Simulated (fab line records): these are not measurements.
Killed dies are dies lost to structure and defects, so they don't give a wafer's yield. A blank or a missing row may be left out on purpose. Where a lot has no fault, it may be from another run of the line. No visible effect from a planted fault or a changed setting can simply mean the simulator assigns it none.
What tool caused it? + flow sky130 + 37 wafers from 13 lots sampled at 4 of the route's 708 steps

## WHAT THE GAUGES READ, wafer by wafer
SKY_LOCAL_INTERCONNECT_OVL_MEAS_12.
| lot  | measured     | on         | LOCAL_INTERCONNECT_OVL (nm) |
|------|--------------|------------|-----------------------------|
| L883 | day 30 10:46 | overlay-01 | -1 -4 -4                    |
| L884 | day 30 21:02 | overlay-02 | -2 -4 -4                    |
| L890 | day 32 16:41 | overlay-02 | 4 3                         |
| L892 | day 34 02:43 | overlay-01 | 1 0                         |
| L896 | day 35 10:20 | overlay-02 | 2 -3 -5                     |
| L897 | day 35 10:46 | overlay-02 | -7 -9 -14                   |
| L898 | day 35 22:25 | overlay-01 | 6 5 7                       |
| L901 | day 36 11:04 | overlay-01 | -9 -11 -8                   |
| L902 | day 36 18:28 | overlay-01 | -6 -3 -9                    |
| L903 | day 36 23:49 | overlay-01 | 0 -1 4                      |
| L904 | day 37 11:30 | overlay-02 | 3 -3 -4                     |
| L905 | day 37 17:08 | overlay-02 | 3 3 7                       |
| L906 | day 37 17:54 | overlay-02 | -2 4 2                      |

SKY_CONTACT_RS_MEAS_25: measurement is done with a four-point probe.
| lot  | measured     | on            | CONTACT_W_RS (ohm/sq) |
|------|--------------|---------------|-----------------------|
| L883 | day 31 16:35 | film_metro-01 | 0.334 0.334 0.334     |
| L884 | day 32 02:56 | film_metro-02 | 0.346 0.338 0.344     |
| L890 | day 33 21:54 | film_metro-02 | 0.343 0.339           |
| L892 | day 35 08:12 | film_metro-04 | 0.330 0.333           |
| L896 | day 36 15:35 | film_metro-02 | 0.330 0.333 0.328     |
| L897 | day 36 15:51 | film_metro-04 | 0.327 0.328 0.336     |
| L898 | day 37 03:14 | film_metro-01 | 0.335 0.337 0.339     |
| L901 | day 37 15:11 | film_metro-01 | 0.335 0.331 0.343     |
| L902 | day 37 23:05 | film_metro-01 | 0.332 0.335 0.337     |
| L903 | day 38 03:39 | film_metro-04 | 0.338 0.336 0.337     |
| L904 | day 38 15:31 | film_metro-04 | 0.340 0.341 0.346     |
| L905 | day 38 20:34 | film_metro-02 | 0.335 0.337 0.337     |
| L906 | day 38 22:23 | film_metro-01 | 0.342 0.343 0.344     |

## WHAT TOOL EACH LOT RAN ON (gives the tool, then ch and the chambers of the sampled wafers, and finally the start)
| lot  | SKY_LOCAL_INTERCONNECT_STRIP_15      | SKY_CONTACT_STRIP_19                 |
|------|--------------------------------------|--------------------------------------|
| L883 | plasma_asher-01 ch 0,1, day 30 10:55 | plasma_asher-04 ch 0,1, day 31 15:49 |
| L884 | plasma_asher-01 ch 0,1, day 30 21:11 | plasma_asher-04 ch 0,1, day 32 02:01 |
| L890 | plasma_asher-04 ch 0,1, day 32 16:50 | plasma_asher-03 ch 0,1, day 33 21:07 |
| L892 | plasma_asher-02 ch 0,1, day 34 02:52 | plasma_asher-03 ch 0,1, day 35 07:25 |
| L896 | plasma_asher-01 ch 0,1, day 35 10:29 | plasma_asher-02 ch 0,1, day 36 14:40 |
| L897 | plasma_asher-04 ch 0,1, day 35 10:55 | plasma_asher-02 ch 0,1, day 36 15:01 |
| L898 | plasma_asher-04 ch 0,1, day 35 22:34 | plasma_asher-04 ch 0,1, day 37 02:22 |
| L901 | plasma_asher-02 ch 0,1, day 36 11:13 | plasma_asher-04 ch 0,1, day 37 14:25 |
| L902 | plasma_asher-04 ch 0,1, day 36 18:38 | plasma_asher-04 ch 0,1, day 37 22:19 |
| L903 | plasma_asher-04 ch 0,1, day 36 23:59 | plasma_asher-03 ch 0,1, day 38 02:51 |
| L904 | plasma_asher-01 ch 0,1, day 37 11:39 | plasma_asher-02 ch 0, day 38 14:44   |
| L905 | plasma_asher-01 ch 0,1, day 37 17:17 | plasma_asher-03 ch 0,1, day 38 19:47 |
| L906 | plasma_asher-01 ch 0,1, day 37 18:03 | plasma_asher-02 ch 0,1, day 38 21:37 |
- SKY_LOCAL_INTERCONNECT_STRIP_15: strips in O2/N2.
- SKY_CONTACT_STRIP_19: strips in O2/N2.

## AS READ BY THE TOOLS THEMSELVES (means over the sampled wafers that have a number; for cases with no such wafer, the mark the record gives instead)
SKY_LOCAL_INTERCONNECT_STRIP_15.
| lot  | tool            | drypump_motor_current_A (A) | n2_flow_sccm (sccm) | oes_product_au (a.u.) | strip_time_to_endpoint_s (s) |
|------|-----------------|-----------------------------|---------------------|-----------------------|------------------------------|
| L883 | plasma_asher-01 | 5.32                        | 299.1               | 0.424                 | 4.698                        |
| L884 | plasma_asher-01 | 5.44                        | 299.8               | 0.426                 | 4.726                        |
| L890 | plasma_asher-04 | 5.38                        | 299.5               | 0.420                 | 4.707                        |
| L892 | plasma_asher-02 | 5.51                        | 299.8               | 0.425                 | 4.740                        |
| L896 | plasma_asher-01 | 5.29                        | 299.5               | 0.424                 | 4.759                        |
| L897 | plasma_asher-04 | 5.47                        | 298.9               | 0.426                 | 4.705                        |
| L898 | plasma_asher-04 | 5.29                        | 300.8               | 0.422                 | 4.711                        |
| L901 | plasma_asher-02 | 5.62                        | 299.4               | 0.426                 | 4.687                        |
| L902 | plasma_asher-04 | 5.27                        | 299.9               | 0.425                 | 4.722                        |
| L903 | plasma_asher-04 | 5.46                        | 300.4               | 0.426                 | 4.715                        |
| L904 | plasma_asher-01 | 5.32                        | 299.0               | 0.428                 | 4.702                        |
| L905 | plasma_asher-01 | 5.43                        | 299.4               | 0.428                 | 4.738                        |
| L906 | plasma_asher-01 | 5.44                        | 299.0               | 0.426                 | 4.748                        |

SKY_CONTACT_STRIP_19.
| lot  | tool            | drypump_motor_current_A (A) | n2_flow_sccm (sccm) | oes_product_au (a.u.) | strip_time_to_endpoint_s (s) |
|------|-----------------|-----------------------------|---------------------|-----------------------|------------------------------|
| L883 | plasma_asher-04 | 5.3                         | 300.1               | 0.379                 | 3.64                         |
| L884 | plasma_asher-04 | 5.3                         | 298.8               | 0.377                 | 3.54                         |
| L890 | plasma_asher-03 | 5.9                         | 300.0               | 0.381                 | 3.30                         |
| L892 | plasma_asher-03 | 5.9                         | 300.0               | 0.374                 | 3.22                         |
| L896 | plasma_asher-02 | 5.4                         | 300.4               | 0.378                 | 3.55                         |
| L897 | plasma_asher-02 | 5.7                         | 300.2               | 0.374                 | 3.53                         |
| L898 | plasma_asher-04 | 5.3                         | 299.5               | 0.377                 | 3.50                         |
| L901 | plasma_asher-04 | 5.4                         | 299.5               | 0.379                 | 3.54                         |
| L902 | plasma_asher-04 | 5.5                         | 298.9               | 0.377                 | 3.54                         |
| L903 | plasma_asher-03 | 5.8                         | 299.5               | 0.378                 | 3.55                         |
| L904 | plasma_asher-02 | 5.1                         | 301.2               | 0.377                 | 3.54                         |
| L905 | plasma_asher-03 | 6.0                         | 299.9               | 0.376                 | 3.53                         |
| L906 | plasma_asher-02 | 5.6                         | 299.1               | 0.380                 | 3.57                         |

## THE ANSWER, worked out from the rows above alone
Rule: the usual values come from the lots themselves. The widest of any qualifying gaps counts: lots, ordered by their means at a reading, are off when they make up no more than a third of the lots, leave a main group of 4 or more, and stand apart from it by 3 or more times the standard deviation of that group's means. Not used: any main group whose means are identical at the precision the tables above print for the reading. Also off: a lot with no number at a reading for which 4 or more lots have one. Where the step has rows for the other lots, those lots are counted as sound. First the gauges in route order, then the tools' own readings, where a lot's mean is used as printed above. At the first step where some lot is off, the reading lying furthest off is the one used; lots without a number count as furthest.
Off at SKY_CONTACT_STRIP_19 (strip_time_to_endpoint_s): L890, L892. Mean 3.55 s and standard deviation 0.033 in the main group.
If a tool, at that step or one of the process steps before it, ran each lot that is off and ran no sound lot following the first of them, it fits. Not one of the candidates tried fits.

## WHAT WAS PUT IN BY THE SIMULATOR
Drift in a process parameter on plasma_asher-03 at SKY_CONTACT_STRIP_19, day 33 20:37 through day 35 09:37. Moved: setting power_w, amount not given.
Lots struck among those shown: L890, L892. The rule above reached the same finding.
